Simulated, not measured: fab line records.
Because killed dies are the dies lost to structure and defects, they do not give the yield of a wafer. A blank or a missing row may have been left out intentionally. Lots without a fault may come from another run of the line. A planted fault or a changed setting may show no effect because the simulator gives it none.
A single fault, viewed from 2 desks :: flow gf180mcu :: what lay behind the numbers comes last; until then each desk has only its own

## FROM THE METROLOGY DESK
Lot by lot, what the gauges showed, no matter which tool ran the lot: averages of those sampled wafers that carry a number. A lot is out of limits, marked OUT, if its mean lies more than 4 standard deviations from the usual mean; the brackets give that distance.
Columns: A = VT_IMPLANT_01_OVL at GF_VT_IMPLANT_OVL_MEAS_18, usual 0.0 nm; B = POLY_GATE_OVL at GF_POLY_GATE_OVL_MEAS_11, usual 2 nm
lot: L916
first seen here: day 6 12:19
A: 0.7
B: 10

lot: L917
first seen here: day 6 17:00
A: 0.6
B: 3

lot: L919
first seen here: day 7 04:37
A: 1.0
B: 6

lot: L920
first seen here: day 7 13:43
A: 1.7
B: 9

lot: L921
first seen here: day 7 19:56
A: -0.8
B: 6

lot: L922
first seen here: day 8 01:43
A: -0.8
B: 0

lot: L923
first seen here: day 8 08:51
A: 0.8
B: -0

lot: L924
first seen here: day 8 15:43
A: -0.4
B: 1

lot: L925
first seen here: day 8 20:44
A: 0.0
B: 6

lot: L934
first seen here: day 11 06:44
A: -0.6
B: 3

lot: L935
first seen here: day 11 12:11
A: 0.5
B: 5

lot: L937
first seen here: day 12 00:22
A: 0.5
B: -4

lot: L938
first seen here: day 12 10:58
A: -1.5
B: -4
Result from this desk: across the 13 lots, nothing is out of limits.

## THE TOOL OWNER'S DESK: plasmaAsher-04
The tool's own readings at GF_DUAL_GATE_STRIP_13 (strips in O2/N2): means of the sampled wafers that have a number, for each lot that ran on this tool. A lot is out of limits, marked OUT, if its mean lies more than 4 standard deviations from the usual mean; the brackets give that distance.
Columns: A = drypumpMotorCurrentA at GF_DUAL_GATE_STRIP_13, usual 5.7 A; B = heaterPowerW at GF_DUAL_GATE_STRIP_13, usual 340 W; C = oesProductAu at GF_DUAL_GATE_STRIP_13, usual 0.716 a.u.; D = stripTimeToEndpointS at GF_DUAL_GATE_STRIP_13, usual 12.62 s
lot: L922
first seen here: day 10 06:43
A: 5.2
B: 338
C: 0.718
D: 12.68

lot: L924
first seen here: day 11 00:10
A: 5.2
B: 333
C: 0.721
D: 12.59

lot: L925
first seen here: day 11 06:13
A: 5.2
B: 338
C: 0.849 (+30) OUT
D: -

lot: L934
first seen here: day 13 18:05
A: 5.3
B: 357
C: 0.716
D: 12.64

lot: L935
first seen here: day 14 00:17
A: 5.3
B: 333
C: 0.711
D: 12.63

lot: L937
first seen here: day 14 13:24
A: 5.3
B: 355
C: 0.714
D: 12.58
This desk's verdict: out of limits on L925, starting with L925 at day 11 06:13 (oesProductAu at GF_DUAL_GATE_STRIP_13). In limits: L922, L924, L934, L935, L937.

## PUT TOGETHER
On L925, at day 11 06:13, an alarm was possible from the tool owner's desk.
At the metrology desk, nothing out of limits was observed.
The metrology desk has L925 on record, within its limits.
All the named lots went through GF_DUAL_GATE_STRIP_13 on plasmaAsher-04.

## WHAT THE SIMULATOR PUT IN
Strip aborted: plasmaAsher-04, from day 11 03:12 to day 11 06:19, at GF_DUAL_GATE_STRIP_13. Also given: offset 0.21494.
Lots struck among those shown: L925.
Delay in hours, fault start to first out-of-limits reading, by desk: the tool owner's desk at 3.
